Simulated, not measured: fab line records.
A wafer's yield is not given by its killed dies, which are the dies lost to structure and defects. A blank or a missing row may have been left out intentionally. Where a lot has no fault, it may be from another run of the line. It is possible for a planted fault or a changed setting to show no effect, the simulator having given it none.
Chamber matching || flow gf180mcu || hdpcvd-01 running GF_V1_CVD_00: 3 sister chambers
The step deposits SiO2, target thk 600 nm, time 100 s. 16 wafers are shown with their chamber, then 8 later ones without.

== EACH WAFER AND ITS CHAMBER ==
{"wafer": "L833.2", "chamber": 1, "sih4-flow-sccm (sccm)": 59.91}
{"wafer": "L833.5", "chamber": 2, "sih4-flow-sccm (sccm)": 60.02}
{"wafer": "L833.6", "chamber": 1, "sih4-flow-sccm (sccm)": 60.08}
{"wafer": "L835.2", "chamber": 0, "sih4-flow-sccm (sccm)": 60.05}
{"wafer": "L835.4", "chamber": 2, "sih4-flow-sccm (sccm)": 59.88}
{"wafer": "L835.6", "chamber": 0, "sih4-flow-sccm (sccm)": 60.06}
{"wafer": "L837.3", "chamber": 0, "sih4-flow-sccm (sccm)": 60.04}
{"wafer": "L837.4", "chamber": 2, "sih4-flow-sccm (sccm)": 59.90}
{"wafer": "L837.6", "chamber": 1, "sih4-flow-sccm (sccm)": 60.21}
{"wafer": "L838.1", "chamber": 1, "sih4-flow-sccm (sccm)": 59.84}
{"wafer": "L838.3", "chamber": 0, "sih4-flow-sccm (sccm)": 60.11}
{"wafer": "L838.4", "chamber": 1, "sih4-flow-sccm (sccm)": 59.89}
{"wafer": "L839.1", "chamber": 1, "sih4-flow-sccm (sccm)": 59.86}
{"wafer": "L839.5", "chamber": 2, "sih4-flow-sccm (sccm)": 59.70}
{"wafer": "L839.6", "chamber": 0, "sih4-flow-sccm (sccm)": 60.07}
{"wafer": "L841.3", "chamber": 2, "sih4-flow-sccm (sccm)": 59.52}

SIGNATURES (means of the wafers above)
{"reading": "sih4-flow-sccm", "chamber 0": 60.0660, "chamber 1": 59.9650, "chamber 2": 59.8040, "scatter within a chamber": 0.143}
Rule: distance of a wafer from a chamber = root of the sum over the readings of ((wafer's reading minus chamber's mean) / reading's scatter) squared. The wafer belongs to the nearest chamber; if the next one is less than 2 further off, it can't be placed. The scatter: take each reading less its chamber's mean, square it, sum over the shown wafers, divide by the number of wafers less the number of chambers, and take the root.

== WAFERS WITHOUT THEIR CHAMBER ==
{"wafer": "L841.4", "sih4-flow-sccm (sccm)": 59.81}
{"wafer": "L841.6", "sih4-flow-sccm (sccm)": 60.06}
{"wafer": "L842.1", "sih4-flow-sccm (sccm)": 60.07}
{"wafer": "L842.3", "sih4-flow-sccm (sccm)": 59.81}
{"wafer": "L842.6", "sih4-flow-sccm (sccm)": 60.05}
{"wafer": "L844.4", "sih4-flow-sccm (sccm)": 59.79}
{"wafer": "L844.5", "sih4-flow-sccm (sccm)": 60.08}
{"wafer": "L844.6", "sih4-flow-sccm (sccm)": 60.06}

== THE CHAMBER EACH PASSED THROUGH ==
{"wafer": "L841.4", "from the rows above": "can't be placed: 2 or 1 or 0", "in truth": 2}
{"wafer": "L841.6", "from the rows above": "can't be placed: 0 or 1 or 2", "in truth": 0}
{"wafer": "L842.1", "from the rows above": "can't be placed: 0 or 1 or 2", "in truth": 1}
{"wafer": "L842.3", "from the rows above": "can't be placed: 2 or 1 or 0", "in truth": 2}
{"wafer": "L842.6", "from the rows above": "can't be placed: 0 or 1 or 2", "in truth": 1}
{"wafer": "L844.4", "from the rows above": "can't be placed: 2 or 1 or 0", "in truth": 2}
{"wafer": "L844.5", "from the rows above": "can't be placed: 0 or 1 or 2", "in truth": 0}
{"wafer": "L844.6", "from the rows above": "can't be placed: 0 or 1 or 2", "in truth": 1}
Placed correctly: 0 of 8. These rows do not allow placing 8 (true chamber among the candidates in 8). Number placed wrongly: 0.
